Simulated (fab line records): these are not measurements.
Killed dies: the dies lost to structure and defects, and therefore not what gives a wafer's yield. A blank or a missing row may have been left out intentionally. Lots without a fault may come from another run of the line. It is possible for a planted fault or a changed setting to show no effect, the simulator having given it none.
Struck lot and sound lot, side by side || flow sky130 || 26 steps out of a route of 708
Sound: these wafers, L177.2, L177.4, L177.5. Wafers L188.1, L188.2, L188.6 were the ones struck. Last of all comes the cause.
Per side, at each step with rows, come the tool, then ch with its chambers, and then its first start. Under that, the readings that differ: sound wafers || struck wafers || difference of the means || sigmas: that difference in standard deviations of wafers without a fault.
alike: readings whose means differ by less than 2 such deviations, and words and numbers that are the same on both sides. not compared: withheld readings, readings that some wafer has no value for, bounds like >300 that may hide the same value, and numbers for which the record gives no deviation and whose values overlap.
Wherever a step has rows on one side only, a row that says differs or no value, or a row with sigmas, the two part there. Numbers that have no deviation but don't overlap get no sigmas and don't part them. A reading missing from all wafers of one side parts the sides only when that side holds two or more wafers.

SKY_LOCAL_INTERCONNECT_STRIP_15: strips in O2/N2.
  sound on plasma-asher-03 ch 0,1, day 30 14:25; struck on plasma-asher-03 ch 0,1, day 34 08:05
  alike: chamber-pressure-mTorr, drypump-motor-current-A, n2-flow-sccm, oes-product-au, strip-time-to-endpoint-s
  not compared: rf-hours-counter-h
then, 3 steps without rows for these wafers: SKY_LOCAL_INTERCONNECT_STRIP_16 (strips in post etch residue remover, time 1200 s); SKY_LOCAL_INTERCONNECT_CLEAN_17 (cleans in IPA, time 180 s); SKY_LOCAL_INTERCONNECT_CLEAN_18 (cleans in O3/DIW).
SKY_CONTACT_CVD_00: deposits Si3N4, target thk 75 nm.
  sound on pecvd-04 ch 0,1,2, day 30 15:01; struck on pecvd-02 ch 1,2, day 34 08:42
  alike: heater-power-w
SKY_CONTACT_THK_MEAS_01:
  struck on film-metro-03, day 34 08:44; sound on film-metro-02, day 30 15:03
  alike: CONTACT_CVD_00_THK
then, 1 step without rows for these wafers: SKY_CONTACT_HDPCVD_02 (deposits SiO2, target thk 565 nm, time 94.2 s).
SKY_CONTACT_THK_MEAS_03:
  struck on film-metro-04, day 34 08:52; sound on film-metro-04, day 30 15:11
  alike: CONTACT_HDPCVD_THK
SKY_CONTACT_CMP_04: polishes SiO2.
  sound on cmp-02 ch 0,2, day 30 15:14; struck on cmp-01 ch 2,3, day 34 08:55
  alike: motor-current-A, platen-rpm, time-to-endpoint-s
SKY_CONTACT_BOW_MEAS_05:
  struck on film-metro-02, day 34 09:13; sound on film-metro-02, day 30 15:33
  alike: CONTACT_BOW
then, 2 steps without rows for these wafers: SKY_CONTACT_DEHYDRATE_06 (time 60 s); SKY_CONTACT_HMDS_07 (prime time 60 s).
SKY_CONTACT_COAT_08: resist thk 60 nm.
  sound on litho-track-01 ch 0, day 31 05:29; struck on litho-track-03 ch 0, day 34 22:00
  not compared: chill-plate-temp-C
then, 5 steps without rows for these wafers: SKY_CONTACT_COAT_09 (resist thk 450 nm); SKY_CONTACT_SOFTBAKE_10 (time 90 s); SKY_CONTACT_EXPOSE_11 (exposes mask CTM1, target cd 170 nm); SKY_CONTACT_PEB_12; SKY_CONTACT_DEVELOP_13 (develop time 60 s).
SKY_CONTACT_CD_MEAS_14: the cd target is 170 nm.
  struck on cd-sem-01, day 35 11:22; sound on cd-sem-01, day 31 18:59
  alike: cd-nm
SKY_CONTACT_OVL_MEAS_15:
  struck on overlay-01, day 35 11:29; sound on overlay-01, day 31 19:06
  alike: CONTACT_OVL
SKY_CONTACT_ETCH_16: etches BARC in N2/H2, stops on SiO2, time 45.9 s, target depth 60 nm.
  sound on rie-diel-02 ch 0,2,3, day 31 19:08; struck on rie-diel-04 ch 1,2, day 35 11:32
{"reading": "oes-product-au (a.u.)", "sound": "0.864 0.856 0.859", "struck": "0.942 0.944 0.940", "difference": "+0.082", "sigmas": "+17"}
{"reading": "model.etch.depth-nm (nm)", "sound": "60.19 60.21 60.14", "struck": "70.88 71.01 71.2", "difference": "+10.85", "sigmas": ""}
  alike: chamber-pressure-mTorr, drypump-motor-current-A, n2-flow-sccm, throttle-valve-pct
  not compared: rf-hours-counter-h
SKY_CONTACT_ETCH_17: etches SiO2 in C4F8/O2/Ar, stops on Si3N4, target depth 340 nm.
  sound on rie-diel-02 ch 0,2,3, day 31 19:10; struck on rie-diel-04 ch 1,2, day 35 11:34
  alike: chamber-pressure-mTorr, oes-product-au
SKY_CONTACT_ETCH_18: etches Si3N4 in CHF3/O2, stops on TiN, time 39 s, target depth 75 nm.
  sound on rie-diel-02 ch 0,2,3; struck on rie-diel-04 ch 1,2
  alike: chamber-pressure-mTorr, drypump-motor-current-A, oes-product-au, throttle-valve-pct
  not compared: rf-hours-counter-h
SKY_CONTACT_STRIP_19: strips in O2/N2.
  sound on plasma-asher-04 ch 1, day 31 19:16; struck on plasma-asher-04 ch 0,1, day 35 11:40
{"reading": "strip-time-to-endpoint-s (s)", "sound": "3.659 3.684 3.686", "struck": "3.805 3.843 3.811", "difference": "+0.143", "sigmas": "+7"}
  alike: chamber-pressure-mTorr, drypump-motor-current-A, n2-flow-sccm, oes-product-au
  not compared: rf-hours-counter-h
then, 2 steps without rows for these wafers: SKY_CONTACT_STRIP_20 (strips in post etch residue remover, time 1200 s); SKY_PAD_OPEN_PROBE_99.

## WHERE THEY PART
Earliest at SKY_CONTACT_ETCH_16; latest, in this record, at SKY_CONTACT_STRIP_19.

WHY: the cause the simulator had injected
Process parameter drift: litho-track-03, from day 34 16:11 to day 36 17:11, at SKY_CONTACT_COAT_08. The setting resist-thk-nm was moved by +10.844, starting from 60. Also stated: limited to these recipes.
